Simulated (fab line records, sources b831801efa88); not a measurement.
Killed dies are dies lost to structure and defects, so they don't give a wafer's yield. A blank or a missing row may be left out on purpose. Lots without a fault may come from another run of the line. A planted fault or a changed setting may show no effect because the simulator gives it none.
fab line records | flow sky130
record lots=6 wafers=18 last_day=49
route steps=708 shown LOCAL_INTERCONNECT@390 PAD_OPEN@708
lots that met no fault: from a run of the same line without faults
start_h: hours from the record's first day to the start of the lot's first wafer shown | wait_h: hours since the lot's step before | " the same as in the row above | L1.1+2: a row that stands for several wafers | - no value, or no start given | * or withheld: withheld | < > ~ a bound
route shown NAME@n: a module of which the file shows steps, and the number in the route of the first | usual: mean/standard deviation of fault-free wafers | same: alike in all rows | chamber/n: place in a boat | sites: the reading at each site | _std_site: their standard deviation | _edge_site: outer sites' mean less inner sites' | radius_mm: how far each site lies from the wafer's centre | mask NAME#n: copy n | behind: the tool/chamber that last shaped the wafer | hold: why the lot was held/for how many hours/how that ended | device: the transistor (n, p or np) that didn't switch | end of line: the same wafers' tests at the end of the route | a step without rows: its recipe alone | killed: dies lost to structure and defects at the first sort, not the wafer's yield | map: a wafer's dies, x killed, . not, _ none there
set.NAME: the setting as run; set.NAME@STEP: as run at that earlier step | model.NAME: the simulator's own value behind a step, which no gauge read
lots at some steps of the route; a table a step, a row a wafer
services: from which hour (start_h, from the record's first day; less than 0 if before it) a tool's chamber was out of use, for how many hours, and why
## steps
# step SKY_LOCAL_INTERCONNECT_DEHYDRATE_03
# recipe temp_c=200 time_s=60
# step SKY_LOCAL_INTERCONNECT_HMDS_04
# recipe prime_time_s=60 prime_temp_c=120
# step SKY_LOCAL_INTERCONNECT_COAT_05
# recipe resist=BARC temp_c=withheld time_s=withheld spin_rpm=3000 resist_thk_nm=60
# step SKY_LOCAL_INTERCONNECT_COAT_06
# recipe resist=KrF-thick spin_rpm=3000 resist_thk_nm=454.4
# step SKY_LOCAL_INTERCONNECT_SOFTBAKE_07
# recipe temp_c=100 time_s=90 resist=KrF-thick
# step SKY_LOCAL_INTERCONNECT_EXPOSE_08
# recipe mask_id=LI1M na=0.8 source_shape=annular sigma_inner=0.55 sigma_outer=0.85 target_cd_nm=170 dose_mj=28
# step SKY_LOCAL_INTERCONNECT_PEB_09
# recipe peb_temp_c=withheld peb_time_s=withheld resist=KrF-thick
# step SKY_LOCAL_INTERCONNECT_DEVELOP_10
# recipe develop_time_s=60 resist=KrF-thick dev_temp_c=21
# step SKY_LOCAL_INTERCONNECT_CD_MEAS_11
# recipe target_cd_nm=170
# usual cd_nm=169.9/1.6
# columns lot.wafer tool chamber start_h wait_h cd_nm
L918.2 cd_sem-01 - 725.37 - 172.1
L918.3 " - " " 169.6
L918.6 " - " " 171.5
L922.1 cd_sem-01 - 751.65 - 168.7
L922.2 " - " " 169.9
L922.5 " - " " 169.7
L932.3 cd_sem-01 - 830.44 - 172.4
L932.4 " - " " 171.0
L932.5 " - " " 172.3
L935.2 cd_sem-01 - 856.46 - 169.3
L935.4 " - " " 168.5
L935.5 " - " " 167.4
L936.1 cd_sem-01 - 857.25 - 169.0
L936.4 " - " " 170.1
L936.5 " - " " 168.4
L937.1 cd_sem-02 - 863.54 - 171.6
L937.2 " - " " 171.5
L937.3 " - " " 171.3
# step SKY_LOCAL_INTERCONNECT_OVL_MEAS_12
# usual LOCAL_INTERCONNECT_OVL=0/5.1
# columns lot.wafer tool chamber start_h wait_h LOCAL_INTERCONNECT_OVL[nm]
L918.2 overlay-02 - 725.48 0.1 -4
L918.3 " - " " -6
L918.6 " - " " 2
L922.1 overlay-01 - 751.77 0.1 -1
L922.2 " - " " 5
L922.5 " - " " -10
L932.3 overlay-01 - 830.54 0.1 -2
L932.4 " - " " -3
L932.5 " - " " -12
L935.2 overlay-01 - 856.57 0.1 -11
L935.4 " - " " -2
L935.5 " - " " -1
L936.1 overlay-02 - 857.37 0.1 7
L936.4 " - " " 7
L936.5 " - " " 10
L937.1 overlay-02 - 863.66 0.1 -1
L937.2 " - " " -4
L937.3 " - " " 0
# step SKY_LOCAL_INTERCONNECT_ETCH_13
# recipe chemistry=N2/H2 target=BARC ion_energy_ev=200 bias_w=100 pressure_mtorr=30 n2_flow_sccm=100 h2_flow_sccm=200 icp_w=500 stop_on=SiO2 time_s=45.9 target_depth_a=600
# usual drypump_motor_current_A=5.9/0.57 oes_product_au=0.855/0.0046 throttle_valve_pct=13.224/0.009
# columns lot.wafer tool chamber start_h wait_h drypump_motor_current_A oes_product_au rf_hours_counter_h throttle_valve_pct
L918.2 rie_metal-03 1 725.54 0.1 5.0 0.849 - 13.223
L918.3 " 1 " " 5.0 0.858 - 13.216
L918.6 " 1 " " 5.0 0.861 - 13.237
L922.1 rie_metal-02 1 751.81 0.0 5.7 0.850 3 13.230
L922.2 " 0 " " 6.2 0.855 12 13.227
L922.5 " 1 " " 5.7 0.851 - 13.244
L932.3 rie_metal-03 0 830.58 0.0 6.4 0.847 - 13.238
L932.4 " 1 " " 5.0 0.851 - 13.231
L932.5 " 0 " " 6.4 0.852 - 13.229
L935.2 rie_metal-03 1 856.60 0.0 5.0 0.859 2 13.210
L935.4 " 0 " " 6.4 0.856 - 13.211
L935.5 " 0 " " 6.4 0.850 - 13.222
L936.1 rie_metal-01 0 857.41 0.0 5.4 0.847 7 13.236
L936.4 " 1 " " 6.6 0.856 - 13.219
L936.5 " 0 " " 5.4 0.846 - 13.221
L937.1 rie_metal-03 0 863.70 0.0 6.4 0.860 5 13.215
L937.2 " 1 " " 5.0 0.852 3 13.217
L937.3 " 0 " " 6.4 0.855 - 13.213
# step SKY_LOCAL_INTERCONNECT_METAL_ETCH_14
# recipe target_depth_nm=110 stop_on=PSG chemistry=Cl2/BCl3 target=TiN resist_sidewall_deg=88 pressure_mtorr=10 icp_w=900 bias_w=48.5 Cl2_flow_sccm=60 bcl3_flow_sccm=30 time_s=31.4
# usual drypump_motor_current_A=5.9/0.57 oes_product_au=0.940/0.0083 throttle_valve_pct=21.903/0.01
# columns lot.wafer tool chamber start_h wait_h drypump_motor_current_A oes_product_au rf_hours_counter_h throttle_valve_pct
L918.2 rie_metal-03 1 725.70 0.1 5.0 0.937 - 21.893
L918.3 " 1 " " 5.0 0.944 - 21.894
L918.6 " 1 " " 5.0 0.960 - 21.882
L922.1 rie_metal-02 1 751.87 0.0 5.7 0.921 3 21.911
L922.2 " 0 " " 6.1 0.934 12 21.918
L922.5 " 1 " " 5.7 0.936 - 21.902
L932.3 rie_metal-03 0 830.64 0.0 6.4 0.945 - 21.909
L932.4 " 1 " " 5.0 0.948 - 21.900
L932.5 " 0 " " 6.4 0.942 - 21.912
L935.2 rie_metal-03 1 856.68 0.1 5.0 0.947 2 21.898
L935.4 " 0 " " 6.4 0.949 - 21.887
L935.5 " 0 " " 6.4 0.949 - 21.898
L936.1 rie_metal-01 0 857.47 0.0 5.4 0.936 7 21.907
L936.4 " 1 " " 6.6 0.936 - 21.912
L936.5 " 0 " " 5.4 0.935 - 21.911
L937.1 rie_metal-03 0 863.76 0.0 6.4 0.931 5 21.909
L937.2 " 1 " " 5.0 0.922 3 21.914
L937.3 " 0 " " 6.4 0.940 - 21.915
# step SKY_LOCAL_INTERCONNECT_STRIP_15
# recipe chemistry=O2/N2 power_w=1400 pressure_mtorr=1500 platen_temp_c=withheld o2_flow_sccm=3000 n2_flow_sccm=300 overash_fraction=0.5
# usual chamber_pressure_mTorr=1500.1/1.4 drypump_motor_current_A=5.9/0.53 oes_product_au=0.429/0.0051 strip_time_to_endpoint_s=4.766/0.021
# columns lot.wafer tool chamber start_h wait_h chamber_pressure_mTorr drypump_motor_current_A oes_product_au rf_hours_counter_h strip_time_to_endpoint_s
L918.2 plasma_asher-04 0 725.81 0.1 1499.2 6.4 0.431 81 4.796
L918.3 " 0 " " 1501.2 6.3 0.430 - 4.803
L918.6 " 0 " " 1500.0 6.4 0.428 - 4.802
L922.1 plasma_asher-04 1 751.92 0.0 1501.4 6.2 0.434 84 4.768
L922.2 " 0 " " 1502.8 6.4 0.429 84 4.766
L922.5 " 1 " " 1501.7 6.2 0.425 - 4.761
L932.3 plasma_asher-01 1 830.71 0.1 1499.7 5.1 0.430 - 4.728
L932.4 " 0 " " 1501.4 6.5 0.426 - 4.731
L932.5 " 0 " " 1501.6 6.5 0.429 - 4.729
L935.2 plasma_asher-01 1 856.75 0.0 1798.3 5.0 0.423 76 4.617
L935.4 " 1 " " 1799.9 5.0 0.423 - 4.612
L935.5 " 0 " " 1800.6 6.5 0.437 - 4.599
L936.1 plasma_asher-03 0 857.52 0.0 1502.9 5.5 0.416 42 4.764
L936.4 " 0 " " 1502.4 5.4 0.432 - 4.768
L936.5 " 1 " " 1501.4 5.8 0.428 - 4.751
L937.1 plasma_asher-01 1 863.81 0.0 1800.7 5.1 0.428 77 4.552
L937.2 " 0 " " 1800.4 6.5 0.440 77 4.613
L937.3 " 1 " " 1801.0 5.1 0.432 - 4.564
# step SKY_LOCAL_INTERCONNECT_STRIP_16
# recipe chemistry=post_etch_residue_remover time_s=1200 temp_c=72.5
# step SKY_PAD_OPEN_PROBE_99
# usual killed_at_M0_to_M3=43/6.6 killed_at_M4_up=3.0/1.7 killed_at_contacts=24/5.4 killed_at_front_end=16/4.6 killed_at_other=0.3/0.53 killed_dies=87/9.7 killed_open=47/7.3 killed_short=39/6.5
# same gross_dies=492 killed_at_back_side=0
# columns lot.wafer tool chamber start_h wait_h killed_at_M0_to_M3 killed_at_M4_up killed_at_contacts killed_at_front_end killed_at_other killed_dies killed_open killed_short
L936.1 prober-02 - 1183.56 0.1 44 3 19 15 0 81 46 35
L936.4 prober-02 - 1183.71 0.2 52 3 26 20 0 101 58 40
L936.5 prober-02 - 1183.76 0.2 43 2 11 24 0 80 50 30
L937.1 prober-01 - 1186.31 0.1 40 2 26 16 0 84 47 37
L937.2 prober-01 - 1186.36 0.1 49 1 15 18 2 85 37 48
L937.3 prober-01 - 1186.41 0.2 48 3 24 12 0 87 53 34
# killed by level:class
L936.1 VIA1:geometric_particle:open=8 LI_CONTACT:geometric_particle:open=7 VIA2:geometric_particle:open=7 POLY_GATE:geometric_particle:open=5 METAL2:geometric_particle:open=5 METAL2:geometric_particle:short=5 VIA3:geometric_particle:open=5 VIA2:geometric_particle:short=5
L936.4 CONTACT:geometric_particle:open=14 VIA1:geometric_particle:open=14 METAL2:geometric_particle:short=9 METAL1:geometric_particle:short=8 POLY_GATE:geometric_particle:open=6 VIA3:geometric_particle:open=6 FIELD_ISO:geometric_particle:open=4 LI_CONTACT:geometric_particle:open=4
L936.5 VIA1:geometric_particle:open=16 POLY_GATE:geometric_particle:open=8 VIA3:geometric_particle:open=8 POLY_GATE:geometric_particle:short=7 CONTACT:geometric_particle:open=6 VIA3:geometric_particle:short=4 VIA2:geometric_particle:open=4 FIELD_ISO:geometric_particle:short=3
L937.1 CONTACT:geometric_particle:open=15 VIA1:geometric_particle:open=8 VIA2:geometric_particle:open=7 METAL2:geometric_particle:short=6 FIELD_ISO:geometric_particle:short=5 CONTACT:geometric_particle:short=5 METAL1:geometric_particle:short=5 METAL3:geometric_particle:short=4
L937.2 METAL2:geometric_particle:short=11 METAL1:geometric_particle:short=9 VIA1:geometric_particle:open=8 CONTACT:geometric_particle:open=6 VIA2:geometric_particle:open=6 FIELD_ISO:geometric_particle:short=5 VIA3:geometric_particle:open=4 LOCAL_INTERCONNECT:geometric_particle:short=4
L937.3 VIA1:geometric_particle:open=14 VIA2:geometric_particle:open=10 LI_CONTACT:geometric_particle:open=8 LOCAL_INTERCONNECT:geometric_particle:short=5 METAL1:geometric_particle:short=5 CONTACT:geometric_particle:open=4 METAL2:geometric_particle:short=4 VIA3:geometric_particle:open=4
## services
# columns tool chamber start_h hours kind
rie_metal-03 0 721.50 9.9 repair
rie_metal-03 0 731.37 - clean
rie_metal-03 0 731.37 20.2 scheduled_down
rie_metal-03 0 731.37 20.2 vent_cycle
rie_metal-01 - 749.77 2.8 pm
plasma_asher-04 - 756.21 0.7 repair
plasma_asher-04 - 774.22 2.0 repair
rie_metal-03 1 778.64 - clean
rie_metal-03 1 778.64 20.4 scheduled_down
rie_metal-03 1 778.64 20.4 vent_cycle
plasma_asher-04 - 779.55 1.2 repair
rie_metal-01 1 808.45 - clean
rie_metal-01 1 808.45 20.1 scheduled_down
rie_metal-01 1 808.45 20.1 vent_cycle
rie_metal-02 - 855.15 3.3 repair
rie_metal-02 - 861.17 5.5 repair
## key
first_sign step=SKY_LOCAL_INTERCONNECT_STRIP_15 reading=chamber_pressure_mTorr direction=up sigmas=99+ usual=1500.1 struck=1800.1
effect step=SKY_LOCAL_INTERCONNECT_STRIP_15 reading=strip_time_to_endpoint_s direction=down sigmas=8.1 usual=* struck=*
met_at SKY_LOCAL_INTERCONNECT_STRIP_15
struck_wafers L935.2,L935.4,L935.5,L937.1,L937.2,L937.3
tester_left_out L935,L937
onset_between 830.71 856.75
fault kind=process_parameter_drift tool=plasma_asher-01 chamber=- onset_h=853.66 steps=SKY_LOCAL_INTERCONNECT_STRIP_15 channel=pressure_mtorr offset=300 shape=step end_h=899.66 acts_in=these_recipes_only stated=1500
# tester_left_out: of these lots the tester's yield and bins aren't shown, on N5 and GAA mostly nor the transistor test; their killed dies are dies lost to structure and defects alone, not to doping, threshold or leakage, so they don't give the yield
